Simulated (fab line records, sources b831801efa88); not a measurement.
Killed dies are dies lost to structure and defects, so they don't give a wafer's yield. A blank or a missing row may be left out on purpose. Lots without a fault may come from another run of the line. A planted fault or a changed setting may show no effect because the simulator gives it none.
Chamber matching | flow sky130 | SKY_VIA2_CMP_24 on cmp-01: 4 sister chambers
The step polishes, stops on SiO2, t overpolish 20 s, target thk 0 nm. 14 wafers are shown with their chamber, then 7 later ones without.

WAFERS WITH THEIR CHAMBER
wafer  | chamber | motor_current_A (A)
L772.2 | 1       | 12.3
L772.4 | 0       | 10.0
L772.6 | 1       | 12.3
L776.1 | 1       | 13.1
L776.3 | 0       | 9.6
L776.5 | 2       | 9.8
L779.3 | 3       | 12.2
L779.4 | 1       | 12.8
L779.5 | 0       | 9.5
L780.3 | 0       | 10.0
L780.4 | 3       | 12.2
L780.5 | 1       | 12.6
L784.1 | 2       | 9.3
L784.3 | 1       | 12.6

SIGNATURES (means of the wafers above)
reading         | chamber 0 | chamber 1 | chamber 2 | chamber 3 | scatter within a chamber
motor_current_A | 9.775     | 12.617    | 9.550     | 12.200    | 0.283
Rule: a wafer's distance from a chamber is the root of the sum, over the readings, of the square of ((its reading less the chamber's mean) divided by the reading's scatter). The wafer belongs to the nearest chamber; if the next one is less than 2 further off, it can't be placed. The scatter: the root of (the sum of the squares of (reading less its chamber's mean) over the shown wafers, divided by (wafers less chambers)).

WAFERS WITHOUT THEIR CHAMBER
wafer  | motor_current_A (A)
L784.4 | 12.2
L790.2 | 13.2
L790.3 | 12.5
L790.6 | 9.8
L791.1 | 10.3
L791.4 | 12.8
L791.5 | 12.2

WHICH CHAMBER EACH WENT THROUGH
wafer  | from the rows above     | in truth
L784.4 | can't be placed: 3 or 1 | 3
L790.2 | can't be placed: 1 or 3 | 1
L790.3 | can't be placed: 1 or 3 | 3
L790.6 | can't be placed: 0 or 2 | 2
L791.1 | can't be placed: 0 or 2 | 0
L791.4 | can't be placed: 1 or 3 | 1
L791.5 | can't be placed: 3 or 1 | 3
Placed correctly: 0 of 7. Can't be placed from these rows: 7 (the true chamber is among the candidates in 7). Placed wrongly: 0.
